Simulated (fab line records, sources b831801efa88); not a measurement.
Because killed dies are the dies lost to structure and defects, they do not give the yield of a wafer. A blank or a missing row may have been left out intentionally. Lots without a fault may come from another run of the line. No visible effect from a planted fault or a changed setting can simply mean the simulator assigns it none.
The same fault as seen by 2 desks / flow gf180mcu / numbers are kept per desk, each desk with only its own; the story behind them comes last

## AT THE TOOL OWNER'S DESK: pvdSputter-02
At GF_M2_SPUTTER_04 (material TiN, target thk 50 nm, time 41.7 s) the tool's own readings: per lot run on this tool, the mean of the sampled wafers that have a number. Any lot whose mean is over 4 standard deviations away from the usual mean is out of limits and marked OUT; that distance is given in the brackets.
Columns: A = throttleValvePct at GF_M2_SPUTTER_04, usual 30.1 %
lot=L273; first seen here=day 19 02:17; A=30.3
lot=L278; first seen here=day 20 17:27; A=30.5
lot=L279; first seen here=day 21 13:08; A=30.9
lot=L288; first seen here=day 24 16:16; A=29.7
lot=L293; first seen here=day 26 01:21; A=30.4
lot=L294; first seen here=day 26 04:02; A=29.8
This desk's finding: nothing out of limits on any of the 6 lots.

## METROLOGY DESK
What the gauges read, lot by lot, whatever tool the lot ran on: means of the sampled wafers that have a number. Any lot whose mean is over 4 standard deviations away from the usual mean is out of limits and marked OUT; that distance is given in the brackets.
Columns: A = M1_ALCU_RS at GF_M1_RS_MEAS_05, usual 0.0700 ohm/sq; B = M2_ALCU_RS at GF_M2_RS_MEAS_05, usual 0.0694 ohm/sq; C = M2_ALCU_THK at GF_M2_THK_MEAS_06, usual 448 nm; D = V2_CVD_00_THK at GF_V2_THK_MEAS_01, usual 598 nm
lot=L273; first seen here=day 17 00:13; A=0.0709; B=0.0695; C=444; D=604
lot=L274; first seen here=day 17 02:53; A=0.0698; B=0.0692; C=448; D=602
lot=L275; first seen here=day 17 18:05; A=0.0698; B=0.0688; C=450; D=601
lot=L277; first seen here=day 18 10:23; A=0.0695; B=0.0686; C=455; D=598
lot=L278; first seen here=day 18 14:29; A=0.0696; B=0.0704; C=443; D=593
lot=L279; first seen here=day 19 10:16; A=0.0689; B=0.0683; C=454; D=593
lot=L281; first seen here=day 19 23:02; A=0.0691; B=0.0704; C=439; D=590
lot=L288; first seen here=day 22 14:46; A=0.0698; B=0.0692; C=442; D=606
lot=L290; first seen here=day 23 00:17; A=0.0690; B=0.0699; C=445; D=601
lot=L292; first seen here=day 23 15:15; A=0.0718; B=0.0694; C=447; D=603
lot=L293; first seen here=day 24 04:08; A=0.0705; B=0.0693; C=431; D=588
lot=L294; first seen here=day 24 06:17; A=0.0698; B=0.0691; C=442; D=596
This desk's finding: nothing out of limits on any of the 12 lots.

## ALL TOGETHER
The desk of the tool owner found nothing out of limits.
At the metrology desk, nothing out of limits was observed.

## WHAT THE SIMULATOR HAD INSERTED
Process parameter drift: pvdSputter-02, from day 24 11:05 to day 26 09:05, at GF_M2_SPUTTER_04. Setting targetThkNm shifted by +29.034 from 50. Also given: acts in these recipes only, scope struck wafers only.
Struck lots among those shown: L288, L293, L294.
